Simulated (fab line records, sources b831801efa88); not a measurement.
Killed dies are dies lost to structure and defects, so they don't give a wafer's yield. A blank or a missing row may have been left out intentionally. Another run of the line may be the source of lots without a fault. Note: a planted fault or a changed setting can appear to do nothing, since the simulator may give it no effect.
Matching of chambers -- flow gf180mcu -- rie_diel-01 running GF_STI_ETCH_13: 4 sister chambers
The step etches the open film in CHF3/O2, stops on Si, target depth 282.31 nm, time 112.9 s. 16 wafers are shown with their chamber, then 8 later ones without.

## WAFERS, EACH WITH ITS CHAMBER
wafer,chamber,rf_fwd_power_W (W),oes_product_au (a.u.),throttle_valve_pct (%)
L908.2,2,598.8,0.842,8.821
L908.5,3,596.7,0.842,8.806
L908.6,0,595.5,0.819,8.804
L909.1,2,600.0,0.841,8.801
L909.3,3,593.6,0.842,8.813
L909.5,1,592.8,0.855,8.815
L912.2,2,599.4,0.834,8.824
L912.4,3,599.9,0.836,8.815
L912.6,1,592.0,0.838,8.789
L914.1,3,595.1,0.820,8.817
L914.2,2,595.2,0.824,8.802
L914.6,2,598.5,0.820,8.828
L915.3,3,595.5,0.842,8.809
L915.4,1,593.4,0.835,8.808
L915.6,2,596.8,0.841,8.799
L918.2,2,596.0,0.848,8.807

SIGNATURES (means of the wafers above)
reading,chamber 0,chamber 1,chamber 2,chamber 3,scatter within a chamber
rf_fwd_power_W,595.500,592.733,597.814,596.160,1.9
oes_product_au,0.81900,0.84267,0.83571,0.83640,0.0101
throttle_valve_pct,8.80400,8.80400,8.81171,8.81200,0.0106
Rule: for each reading, subtract the chamber's mean from the wafer's reading, divide by that reading's scatter and square the result; add these up over the readings and take the root, which gives the wafer's distance from the chamber. If the next closest chamber is less than 2 further off than the closest, the wafer can't be placed; otherwise it belongs to the closest. The scatter: take each reading less its chamber's mean, square it, sum over the shown wafers, divide by the number of wafers less the number of chambers, and take the root.

## WAFERS WITHOUT THEIR CHAMBER
wafer,rf_fwd_power_W (W),oes_product_au (a.u.),throttle_valve_pct (%)
L918.5,600.9,0.841,8.802
L918.6,592.6,0.846,8.815
L920.2,597.3,0.840,8.816
L920.4,595.7,0.842,8.810
L920.6,595.5,0.843,8.822
L921.1,599.1,0.832,8.803
L921.4,599.3,0.830,8.811
L921.6,595.8,0.831,8.802

## EACH ONE'S CHAMBER
wafer,from the rows above,in truth
L918.5,can't be placed: 2 or 3 or 0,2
L918.6,can't be placed: 1 or 3 or 2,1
L920.2,can't be placed: 2 or 3 or 0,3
L920.4,can't be placed: 3 or 2 or 1 or 0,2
L920.6,can't be placed: 3 or 2 or 1 or 0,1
L921.1,can't be placed: 2 or 3 or 0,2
L921.4,can't be placed: 2 or 3 or 0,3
L921.6,can't be placed: 3 or 0 or 2 or 1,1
Placed correctly: 0 of 8. Not placeable from these rows: 8 (in 8, the candidates include the true chamber). Number placed wrongly: 0.
